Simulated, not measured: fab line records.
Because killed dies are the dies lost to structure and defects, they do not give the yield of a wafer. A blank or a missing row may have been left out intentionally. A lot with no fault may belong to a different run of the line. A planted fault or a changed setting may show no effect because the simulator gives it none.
fab line records    flow sky130
[record] lots = 11  wafers = 33  lastDay = 50
route steps=708 shown FIELD_ISO@16 METAL5@677 PASSIVATION@692 PAD_OPEN@702
lots that met no fault: taken from a fault-free run of the same line
startH: the number of hours between the record's first day and the start of the first shown wafer of the lot    waitH: how many hours have passed since the lot's step before this one    " identical to the entry in the row above    L1.1+2: a single row standing in for several wafers    - value missing, or start not given    * or withheld: withheld    < > ~ a bound
route shown NAME@n: NAME is a module with steps in the file, n the number in the route of the first one    usual: mean/standard deviation taken from wafers without a fault    same: alike in all rows    chamber/n: place in a boat    sites: the reading at each site    _std_site: standard deviation across them    _edge_site: the outer-site mean with the inner-site mean subtracted    radiusMm: how far each site lies from the wafer's centre    mask NAME#n: copy n    behind: tool/chamber where the wafer was last shaped    hold: the reason the lot was held/the length of the hold in hours/how it ended    device: names the non-switching transistor (n, p or np)    end of line: tests of these same wafers at the route's end    a step given without rows: its recipe and nothing more    killed: count of dies lost to structure and defects at first sort (not the wafer's yield)    map: per-die view of a wafer (x killed, . not killed, _ where there is no die)
set.NAME: setting as actually run; set.NAME@STEP: the setting as run at that earlier step    model.NAME: the simulator's own value behind a step, which no gauge read
one table for each step of the route and one row for each wafer, over a sample of lots
services: when a tool's chamber went out of use (startH, in hours from the record's first day, below 0 if earlier), for how many hours, and the reason
[[steps]]
[step SKY_FIELD_ISO_ETCH_15]
[recipe] chemistry = CHF3/O2  targetDepthNm = 180  stopOn = Si  sourceW = 600  biasW = 200  pressureMtorr = 40  chf3FlowSccm = 50  O2_flow_sccm = 5  timeS = 72
[usual] biasW = 200.1/0.64  drypumpMotorCurrentA = 5.82/0.25  oesProductAu = 0.952/0.0072  throttleValvePct = 8.847/0.0092
[same] timeS = 72
lot.wafer  tool        chamber  startH  waitH  biasW  drypumpMotorCurrentA  oesProductAu  rfHoursCounterH  throttleValvePct
L275.3     rieDiel-04  2        33.94   0.0    199.8  5.99                  0.949         159              8.837
L275.5     "           1        "       "      199.5  5.70                  0.959         -                8.848
L275.6     "           0        "       "      200.1  5.76                  0.954         -                8.841
L276.2     rieDiel-04  2        38.45   0.0    201.3  6.00                  0.962         159              8.841
L276.4     "           0        "       "      199.6  5.76                  0.966         91               8.841
L276.6     "           1        "       "      200.4  5.72                  0.953         -                8.840
L278.1     rieDiel-01  2        48.37   0.0    200.0  5.66                  0.949         2                8.848
L278.4     "           2        "       "      199.7  5.66                  0.946         -                8.854
L278.5     "           3        "       "      200.4  5.65                  0.954         -                8.870
L280.1     rieDiel-04  2        60.42   0.0    199.7  6.01                  0.964         160              8.861
L280.3     "           1        "       "      199.5  5.71                  0.955         4                8.836
L280.4     "           0        "       "      200.3  5.75                  0.960         91               8.867
L283.1     rieDiel-04  0        75.10   0.0    199.9  5.77                  0.947         91               8.846
L283.2     "           2        "       "      199.2  6.01                  0.950         160              8.832
L283.4     "           0        "       "      200.1  5.75                  0.954         -                8.849
L287.1     rieDiel-01  2        98.15   0.0    200.5  5.66                  0.962         3                8.852
L287.3     "           0        "       "      200.3  6.32                  0.954         118              8.834
L287.5     "           1        "       "      199.6  5.72                  0.948         -                8.850
L291.2     rieDiel-03  1        118.25  0.0    200.5  6.36                  0.943         131              8.848
L291.3     "           0        "       "      201.2  5.69                  0.958         95               8.850
L291.4     "           3        "       "      200.1  5.73                  0.956         85               8.852
L293.2     rieDiel-04  0        157.19  0.0    199.9  5.76                  0.952         93               8.857
L293.5     "           3        "       "      199.4  5.55                  0.959         -                8.853
L293.6     "           0        "       "      200.4  5.75                  0.948         -                8.854
L296.2     rieDiel-03  1        157.89  0.0    200.1  6.37                  0.946         131              8.848
L296.3     "           2        "       "      201.1  5.76                  0.955         1                8.851
L296.4     "           1        "       "      200.3  6.37                  0.950         -                8.846
L295.1     rieDiel-04  1        158.17  0.0    201.4  5.68                  0.936         6                8.830
L295.3     "           0        "       "      199.9  5.74                  0.937         94               8.840
L295.6     "           3        "       "      200.3  5.55                  0.943         -                8.848
L297.1     rieDiel-01  0        158.45  0.0    201.7  6.30                  0.965         118              8.846
L297.2     "           2        "       "      200.3  5.65                  0.955         4                8.853
L297.4     "           0        "       "      200.1  6.31                  0.951         -                8.838
[step SKY_METAL5_STRIP_16]
[recipe] chemistry = O2/N2  powerW = 1400  pressureMtorr = 1500  platenTempC = withheld  o2FlowSccm = 3000  n2FlowSccm = 300  overashFraction = 0.5
[usual] drypumpMotorCurrentA = 6.0/0.56  oesProductAu = 0.712/0.0045  stripTimeToEndpointS = 13.13/0.13
lot.wafer  tool            chamber  startH   waitH  drypumpMotorCurrentA  oesProductAu  rfHoursCounterH  stripTimeToEndpointS
L275.3     plasmaAsher-02  0        1028.28  0.1    5.2                   0.709         -                13.04
L275.5     "               0        "        "      5.2                   0.711         -                13.06
L275.6     "               1        "        "      6.6                   0.705         -                13.05
L276.2     plasmaAsher-04  1        1031.04  0.2    5.3                   0.712         89               13.03
L276.4     "               0        "        "      6.5                   0.717         -                13.06
L276.6     "               1        "        "      5.4                   0.710         -                12.98
L278.1     plasmaAsher-04  0        1045.54  0.2    6.5                   0.720         91               13.11
L278.4     "               0        "        "      6.5                   0.714         -                13.24
L278.5     "               0        "        "      6.5                   0.717         -                13.14
L280.1     plasmaAsher-02  0        1059.26  0.2    5.2                   0.708         58               13.13
L280.3     "               0        "        "      5.2                   0.712         -                13.02
L280.4     "               1        "        "      6.5                   0.718         -                13.12
L283.1     plasmaAsher-04  0        1084.57  0.2    6.5                   0.713         95               12.91
L283.2     "               1        "        "      5.4                   0.716         95               13.12
L283.4     "               0        "        "      6.5                   0.713         -                12.90
L287.1     plasmaAsher-02  0        1100.62  0.2    5.2                   0.713         63               13.22
L287.3     "               0        "        "      5.2                   0.707         -                13.25
L287.5     "               1        "        "      6.5                   0.711         -                13.31
L291.2     plasmaAsher-01  0        1125.86  0.2    5.8                   0.713         41               13.20
L291.3     "               0        "        "      5.8                   0.708         -                13.20
L291.4     "               1        "        "      6.5                   0.714         -                13.24
L297.1     plasmaAsher-01  1        1166.51  0.2    6.5                   0.712         46               12.87
L297.2     "               0        "        "      5.8                   0.706         46               13.10
L297.4     "               0        "        "      5.8                   0.712         -                12.87
L295.1     plasmaAsher-04  0        1168.76  0.2    6.5                   0.712         104              13.31
L295.3     "               1        "        "      5.4                   0.713         -                13.00
L295.6     "               0        "        "      6.5                   0.710         -                13.08
L293.2     plasmaAsher-01  1        1169.09  0.2    6.5                   0.716         46               13.23
L293.5     "               0        "        "      5.8                   0.710         -                13.23
L293.6     "               1        "        "      6.5                   0.713         -                13.26
L296.2     plasmaAsher-01  0        1173.73  0.2    5.8                   0.716         47               13.00
L296.3     "               0        "        "      5.8                   0.710         -                13.09
L296.4     "               1        "        "      6.5                   0.712         -                13.01
[step SKY_PASSIVATION_ETCH_11]
[recipe] chemistry = CF4/O2  targetDepthNm = 725  stopOn = AlCu  sourceW = 800  biasW = 150  pressureMtorr = 150  cf4FlowSccm = 80  O2_flow_sccm = 10  timeS = 161.1
[usual] biasW = 149.9/0.47  drypumpMotorCurrentA = 5.8/0.32  oesProductAu = 0.976/0.0079  throttleValvePct = 5.964/0.0087
[same] timeS = 161.1
lot.wafer  tool        chamber  startH   waitH  biasW  drypumpMotorCurrentA  oesProductAu  rfHoursCounterH  throttleValvePct
L275.3     rieDiel-02  2        1050.17  -      150.1  5.7                   0.970         21               5.947
L275.5     "           1        "        "      150.5  6.3                   0.982         -                5.980
L275.6     "           2        "        "      150.1  5.8                   0.984         -                5.957
L276.2     rieDiel-03  0        1054.02  -      149.6  5.7                   0.964         15               5.971
L276.4     "           1        "        "      149.9  6.3                   0.969         -                5.974
L276.6     "           0        "        "      149.8  5.7                   0.970         -                5.940
L278.1     rieDiel-02  2        1067.82  -      149.8  5.7                   0.963         22               5.955
L278.4     "           1        "        "      149.5  6.3                   0.964         27               5.965
L278.5     "           1        "        "      150.2  6.3                   0.980         -                5.964
L280.1     rieDiel-01  1        1080.91  -      150.4  5.7                   0.977         20               5.946
L280.3     "           3        "        "      150.0  5.6                   0.974         8                5.960
L280.4     "           0        "        "      149.3  6.3                   0.976         16               5.962
L283.1     rieDiel-01  2        1105.43  -      150.5  5.6                   0.979         23               5.964
L283.2     "           0        "        "      150.0  6.3                   0.982         17               5.971
L283.4     "           3        "        "      148.9  5.6                   0.984         9                5.957
L287.1     rieDiel-02  2        1120.43  -      150.1  5.7                   0.970         23               5.970
L287.3     "           0        "        "      149.7  5.5                   0.964         7                5.980
L287.5     "           0        "        "      149.4  5.5                   0.989         -                5.966
L291.2     rieDiel-03  2        1145.41  -      150.3  5.7                   0.966         27               5.958
L291.3     "           1        "        "      150.1  6.4                   0.960         23               5.958
L291.4     "           3        "        "      149.9  5.7                   0.972         19               5.951
L297.1     rieDiel-02  1        1183.57  -      149.8  6.3                   0.964         32               5.953
L297.2     "           2        "        "      149.1  5.7                   0.975         26               5.964
L297.4     "           2        "        "      149.6  5.7                   0.974         -                5.972
L295.1     rieDiel-03  1        1185.42  -      149.7  6.4                   0.966         24               5.957
L295.3     "           3        "        "      150.1  5.7                   0.979         20               5.970
L295.6     "           3        "        "      149.8  5.7                   0.972         -                5.950
L293.2     rieDiel-01  1        1185.77  -      149.1  5.7                   0.970         24               5.961
L293.5     "           1        "        "      149.3  5.7                   0.971         -                5.958
L293.6     "           2        "        "      149.6  5.7                   0.977         -                5.962
L296.2     rieDiel-01  3        1191.42  -      149.6  5.6                   0.978         12               5.958
L296.3     "           0        "        "      150.8  6.3                   0.992         20               5.976
L296.4     "           1        "        "      149.8  5.7                   0.988         24               5.964
[step SKY_PAD_OPEN_STRIP_08]
[recipe] chemistry = O2/N2  powerW = 1400  pressureMtorr = 1500  platenTempC = withheld  overashFraction = 0.7  o2FlowSccm = 3000  n2FlowSccm = 300
[usual] drypumpMotorCurrentA = 6.1/0.49  oesProductAu = 0.664/0.0045  stripTimeToEndpointS = 37.09/0.091
lot.wafer  tool            chamber  startH   waitH  drypumpMotorCurrentA  oesProductAu  rfHoursCounterH  stripTimeToEndpointS
L275.3     plasmaAsher-01  0        1072.14  0.1    5.8                   0.663         -                37.17
L275.5     "               0        "        "      5.8                   0.662         -                37.12
L275.6     "               1        "        "      6.5                   0.664         -                37.02
L276.2     plasmaAsher-01  0        1075.49  0.1    5.8                   0.663         36               37.10
L276.4     "               1        "        "      6.5                   0.664         -                37.06
L276.6     "               1        "        "      6.5                   0.663         -                37.07
L278.1     plasmaAsher-01  0        1088.66  0.1    5.8                   0.660         37               37.14
L278.4     "               0        "        "      5.8                   0.665         -                37.22
L278.5     "               1        "        "      6.5                   0.663         -                37.13
L280.1     plasmaAsher-01  1        1101.44  0.1    6.5                   0.665         39               37.05
L280.3     "               0        "        "      5.8                   0.659         -                36.93
L280.4     "               1        "        "      6.5                   0.657         -                37.11
L283.1     plasmaAsher-01  0        1124.59  0.1    5.8                   0.660         41               37.10
L283.2     "               1        "        "      6.5                   0.658         41               37.13
L283.4     "               0        "        "      5.8                   0.668         -                37.21
L287.1     plasmaAsher-01  1        1139.99  0.1    6.5                   0.662         43               37.13
L287.3     "               0        "        "      5.8                   0.666         -                37.06
L287.5     "               1        "        "      6.4                   0.666         -                37.17
L291.2     plasmaAsher-03  0        1162.56  0.1    6.7                   0.671         9                37.18
L291.3     "               1        "        "      5.4                   0.666         -                37.06
L291.4     "               0        "        "      6.7                   0.655         -                37.25
L297.1     plasmaAsher-03  1        1199.56  0.1    5.5                   0.659         14               37.02
L297.2     "               0        "        "      6.7                   0.659         14               37.03
L297.4     "               1        "        "      5.5                   0.662         -                37.15
L295.1     plasmaAsher-02  0        1201.46  0.1    5.2                   0.662         65               37.01
L295.3     "               1        "        "      6.5                   0.665         -                37.10
L295.6     "               0        "        "      5.2                   0.657         -                37.18
L293.2     plasmaAsher-01  1        1202.34  0.1    6.5                   0.661         50               37.07
L293.5     "               1        "        "      6.5                   0.660         -                37.10
L293.6     "               0        "        "      5.8                   0.668         -                37.03
L296.2     plasmaAsher-03  1        1206.51  0.1    5.5                   0.662         14               37.11
L296.3     "               0        "        "      6.7                   0.662         -                37.08
L296.4     "               1        "        "      5.5                   0.664         -                37.01
[step SKY_PAD_OPEN_PROBE_99]
[usual] killed_at_M0_to_M3 = 43/6.8  killed_at_M4_up = 3.2/1.9  killedAtContacts = 24/5  killedAtFrontEnd = 16/4.9  killedAtOther = 0.4/0.76  killedDies = 87/10  killedOpen = 47/7.3  killedShort = 39/6.2
[same] grossDies = 492  killedAtBackSide = 0
lot.wafer  tool       chamber  startH   waitH  killed_at_M0_to_M3  killed_at_M4_up  killedAtContacts  killedAtFrontEnd  killedAtOther  killedDies  killedOpen  killedShort
L280.1     prober-02  -        1103.69  0.1    46                  4                27                13                2              92          51          39
L280.3     prober-02  -        1103.79  0.2    45                  4                35                13                1              98          52          45
L280.4     prober-02  -        1103.84  0.2    50                  2                25                58                1              136         41          43
L283.1     prober-01  -        1126.85  0.1    35                  4                25                58                0              122         45          34
L283.2     prober-01  -        1126.90  0.1    42                  1                28                19                0              90          47          43
L283.4     prober-01  -        1127.00  0.2    31                  3                25                65                0              124         33          37
L287.1     prober-01  -        1142.20  0.1    49                  4                36                2                 0              91          49          42
L287.3     prober-01  -        1142.30  0.2    34                  4                26                18                1              83          39          44
L287.5     prober-01  -        1142.40  0.2    48                  3                27                14                0              92          52          40
// killed by level:class
L280.1 VIA1:geometricParticle:open=12 VIA2:geometricParticle:open=9 LI_CONTACT:geometricParticle:open=8 CONTACT:geometricParticle:short=8 CONTACT:geometricParticle:open=6 POLY_GATE:geometricParticle:open=5 METAL2:geometricParticle:short=5 VIA3:geometricParticle:open=5
L280.3 CONTACT:geometricParticle:open=14 VIA1:geometricParticle:open=12 LI_CONTACT:geometricParticle:short=6 LI_CONTACT:geometricParticle:open=6 VIA1:geometricParticle:short=6 VIA3:geometricParticle:open=6 CONTACT:geometricParticle:short=5 VIA2:geometricParticle:open=5
L280.4 FIELD_ISO:unspecified=51 VIA1:geometricParticle:open=9 VIA2:geometricParticle:open=9 METAL2:geometricParticle:short=8 LI_CONTACT:geometricParticle:open=7 LI_CONTACT:geometricParticle:short=6 METAL1:geometricParticle:short=6 VIA1:geometricParticle:short=6
L283.1 FIELD_ISO:unspecified=43 LI_CONTACT:geometricParticle:open=9 VIA1:geometricParticle:open=9 CONTACT:geometricParticle:open=6 POLY_GATE:geometricParticle:short=5 METAL2:geometricParticle:short=5 VIA2:geometricParticle:open=5 VIA3:geometricParticle:open=5
L283.2 VIA1:geometricParticle:open=15 CONTACT:geometricParticle:open=8 LI_CONTACT:geometricParticle:open=7 METAL2:geometricParticle:short=6 METAL1:geometricParticle:short=6 POLY_GATE:geometricParticle:short=5 POLY_GATE:geometricParticle:open=4 CONTACT:geometricParticle:short=4
L283.4 FIELD_ISO:unspecified=54 LOCAL_INTERCONNECT:geometricParticle:short=8 CONTACT:geometricParticle:open=8 VIA1:geometricParticle:open=5 VIA2:geometricParticle:open=5 VIA3:geometricParticle:open=5 FIELD_ISO:geometricParticle:short=4 LI_CONTACT:geometricParticle:open=4
L287.1 CONTACT:geometricParticle:open=13 VIA1:geometricParticle:open=11 VIA3:geometricParticle:open=9 CONTACT:geometricParticle:short=9 LOCAL_INTERCONNECT:geometricParticle:short=7 METAL1:geometricParticle:short=5 LI_CONTACT:geometricParticle:open=4 METAL2:geometricParticle:open=4
L287.3 LI_CONTACT:geometricParticle:open=8 CONTACT:geometricParticle:open=8 CONTACT:geometricParticle:short=6 VIA2:geometricParticle:open=5 METAL1:geometricParticle:short=5 VIA1:geometricParticle:open=5 FIELD_ISO:geometricParticle:short=4 POLY_GATE:geometricParticle:short=4
L287.5 VIA1:geometricParticle:open=13 CONTACT:geometricParticle:open=12 LI_CONTACT:geometricParticle:open=8 VIA3:geometricParticle:open=8 VIA2:geometricParticle:open=7 VIA1:geometricParticle:short=6 METAL2:geometricParticle:short=6 FIELD_ISO:geometricParticle:short=5
[[services]]
tool            chamber  startH   hours  kind
plasmaAsher-01  -        25.09    1.7    repair
rieDiel-04      3        32.61    4.9    repair
rieDiel-04      3        65.81    7.8    repair
plasmaAsher-01  -        101.14   1.3    repair
rieDiel-01      1        155.07   10.1   repair
plasmaAsher-01  -        157.31   2.8    pm
rieDiel-04      1        233.36   11.4   repair
rieDiel-01      0        276.66   5.1    repair
rieDiel-04      1        300.38   2.2    repair
plasmaAsher-01  -        345.93   9.1    repair
rieDiel-01      -        461.60   0.4    repair
rieDiel-01      3        533.83   6.7    repair
rieDiel-01      3        579.04   7.0    repair
rieDiel-01      -        602.22   0.1    repair
plasmaAsher-01  -        622.87   0.7    repair
rieDiel-01      -        726.57   1.0    repair
plasmaAsher-01  -        733.75   9.0    pm
rieDiel-01      0        736.85   9.9    repair
rieDiel-01      2        742.44   2.6    repair
rieDiel-01      -        777.95   1.2    repair
rieDiel-01      0        801.21   7.3    repair
rieDiel-01      -        963.78   0.8    repair
rieDiel-01      1        1058.10  4.6    repair
rieDiel-01      -        1060.23  2.8    pm
[[key]]
[firstSign] step = SKY_PAD_OPEN_PROBE_99  reading = killedAtFrontEnd  direction = up  sigmas = 9.1  usual = 16  struck = 60
[effect] step = SKY_PAD_OPEN_PROBE_99  reading = killedDies  direction = up  sigmas = 4  usual = 87  struck = 127
metAt SKY_FIELD_ISO_ETCH_15
struckLots L280,L283
struckWafers L280.4,L283.1,L283.4
testerLeftOut L280,L283
notActingAt SKY_METAL5_STRIP_16,SKY_PASSIVATION_ETCH_11,SKY_PAD_OPEN_STRIP_08
onsetBetween 38.45 60.42
[fault] kind = chamberParticleSource  tool = rieDiel-04  chamber = 0  onsetH = 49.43  steps = SKY_FIELD_ISO_ETCH_15  ratePerVisitCm2 = 0.67452  endH = 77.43
// testerLeftOut: of these lots the tester's yield and bins aren't shown, on N5 and GAA mostly nor the transistor test; their killed dies are dies lost to structure and defects alone, not to doping, threshold or leakage, so they don't give the yield
